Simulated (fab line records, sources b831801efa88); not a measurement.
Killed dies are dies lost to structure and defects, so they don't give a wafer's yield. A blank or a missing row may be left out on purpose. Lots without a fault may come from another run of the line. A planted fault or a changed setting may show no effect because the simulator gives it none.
Chamber matching | flow sky130 | SKY_VIA3_CMP_02 on cmp-02: 4 sister chambers
The step polishes SiO2. 4 wafers are shown with their chamber, then 9 later ones without.

WAFERS WITH THEIR CHAMBER
wafer  | chamber | motor_current_A (A)
L386.6 | 3       | 11.0
L392.3 | 2       | 13.7
L392.5 | 1       | 12.6
L392.6 | 0       | 10.0

WAFERS WITHOUT THEIR CHAMBER
wafer  | motor_current_A (A)
L393.2 | 10.7
L393.3 | 14.1
L393.6 | 13.9
L394.1 | 11.0
L394.2 | 13.2
L394.3 | 10.4
L398.1 | 13.4
L398.2 | 10.4
L398.5 | 9.9

WHICH CHAMBER EACH WENT THROUGH
wafer  | from the rows above     | in truth
L393.2 | can't be placed: 3 or 0 | 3
L393.3 | 2                       | 2
L393.6 | 2                       | 2
L394.1 | 3                       | 3
L394.2 | can't be placed: 2 or 1 | 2
L394.3 | can't be placed: 0 or 3 | 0
L398.1 | can't be placed: 2 or 1 | 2
L398.2 | can't be placed: 0 or 3 | 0
L398.5 | 0                       | 0
Placed correctly: 4 of 9. Can't be placed from these rows: 5 (the true chamber is among the candidates in 5). Placed wrongly: 0.
How it was worked out, from the rows above alone: a wafer's distance from a chamber is the root of the sum, over the readings, of the square of ((its reading less the chamber's mean) divided by the reading's scatter). The wafer belongs to the nearest chamber; if the next one is less than 2 further off, it can't be placed. A chamber's mean is the mean of its shown wafers. The scatter: with one shown wafer a chamber, the root of the mean of the squares of how far each hidden wafer lies from its nearest shown one.
